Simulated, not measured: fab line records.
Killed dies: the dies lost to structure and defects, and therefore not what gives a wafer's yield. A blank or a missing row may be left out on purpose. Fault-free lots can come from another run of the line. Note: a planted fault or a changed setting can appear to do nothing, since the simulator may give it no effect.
Which of the tools did it? | flow gf180mcu | 12 lots, 36 wafers sampled, at 2 steps of a route of 602

== WHAT THE GAUGES READ, wafer by wafer ==
GF_HV_LDD_OVL_MEAS_32. Usual: HV_LDD_02_OVL typically reads 0.2 nm, with standard deviation 1.4.
lot  | measured     | on         | HV_LDD_02_OVL (nm) | flag
L736 | day 11 19:04 | overlay-02 | 1.0 2.1 2.3        |
L737 | day 12 00:53 | overlay-02 | -1.3 -0.2 -2.2     |
L738 | day 12 04:31 | overlay-01 | 3.2 2.7 2.3        |
L741 | day 13 00:20 | overlay-02 | 0.2 -0.2 0.0       |
L742 | day 13 07:21 | overlay-01 | 2.1 3.1 2.0        |
L747 | day 15 00:13 | overlay-02 | 0.2 -0.1 -1.6      |
L749 | day 15 16:40 | overlay-02 | -0.7 1.0 -0.8      |
L750 | day 15 23:25 | overlay-02 | -0.1 0.3 -0.3      |
L754 | day 17 04:25 | overlay-01 | 1.1 1.0 1.4        |
L755 | day 17 19:45 | overlay-01 | 1.8 1.3 2.0        |
L757 | day 18 09:16 | overlay-02 | -0.7 0.0 -1.3      |
L758 | day 18 15:01 | overlay-01 | 0.4 -1.0 0.9       |

== WHAT TOOL EACH LOT RAN ON (gives the tool, then ch and the chambers of the sampled wafers, and finally the start) ==
lot  | GF_STI_CVD_23
L736 | hdpcvd-02 ch 0,1, day 2 06:34
L737 | hdpcvd-02 ch 0,1,2, day 2 12:14
L738 | hdpcvd-01 ch 1,2, day 2 16:26
L741 | hdpcvd-02 ch 0,2, day 3 05:11
L742 | hdpcvd-01 ch 1,2, day 3 09:25
L747 | hdpcvd-02 ch 0,1,2, day 4 10:40
L749 | hdpcvd-01 ch 1,2, day 4 23:36
L750 | hdpcvd-01 ch 0,1,2, day 5 02:57
L754 | hdpcvd-01 ch 0,1,2, day 5 23:46
L755 | hdpcvd-01 ch 0,1,2, day 6 05:06
L757 | hdpcvd-01 ch 0,1, day 6 15:09
L758 | hdpcvd-01 ch 1,2, day 6 20:25
- GF_STI_CVD_23: deposits SiO2, target thk 650 nm, time 108.3 s.

== WHAT THE TOOLS THEMSELVES READ (means of the sampled wafers that have a number; where no wafer has one, the mark that the record gives instead) ==
GF_STI_CVD_23. Usual: sih4 flow sccm reads 60.00 sccm (standard deviation 0.19).
lot  | tool      | sih4 flow sccm (sccm) | flag
L736 | hdpcvd-02 | 59.95                 |
L737 | hdpcvd-02 | 60.10                 |
L738 | hdpcvd-01 | 60.02                 |
L741 | hdpcvd-02 | 59.92                 |
L742 | hdpcvd-01 | 60.14                 |
L747 | hdpcvd-02 | 59.98                 |
L749 | hdpcvd-01 | 59.91                 |
L750 | hdpcvd-01 | 59.83                 |
L754 | hdpcvd-01 | 60.04                 |
L755 | hdpcvd-01 | 59.99                 |
L757 | hdpcvd-01 | 59.95                 |
L758 | hdpcvd-01 | 59.85                 |

== THE ANSWER, worked out from the rows above alone ==
Rule: lot off if the mean of its wafers having a number is beyond 3 standard deviations from the usual mean. Also off: a lot with no number at a reading for which 4 or more lots have one. Any other lot the step has rows for is counted as sound. The gauges are gone through in route order, then the tools' own readings, and for those a lot's mean is taken as printed above. The first step at which some lot is off is used, and at that step the reading that is off furthest; a lot without a number counts as furthest.
No lot is off on any of the readings shown, so nothing can be concluded from this.

== WHAT THE SIMULATOR PUT IN ==
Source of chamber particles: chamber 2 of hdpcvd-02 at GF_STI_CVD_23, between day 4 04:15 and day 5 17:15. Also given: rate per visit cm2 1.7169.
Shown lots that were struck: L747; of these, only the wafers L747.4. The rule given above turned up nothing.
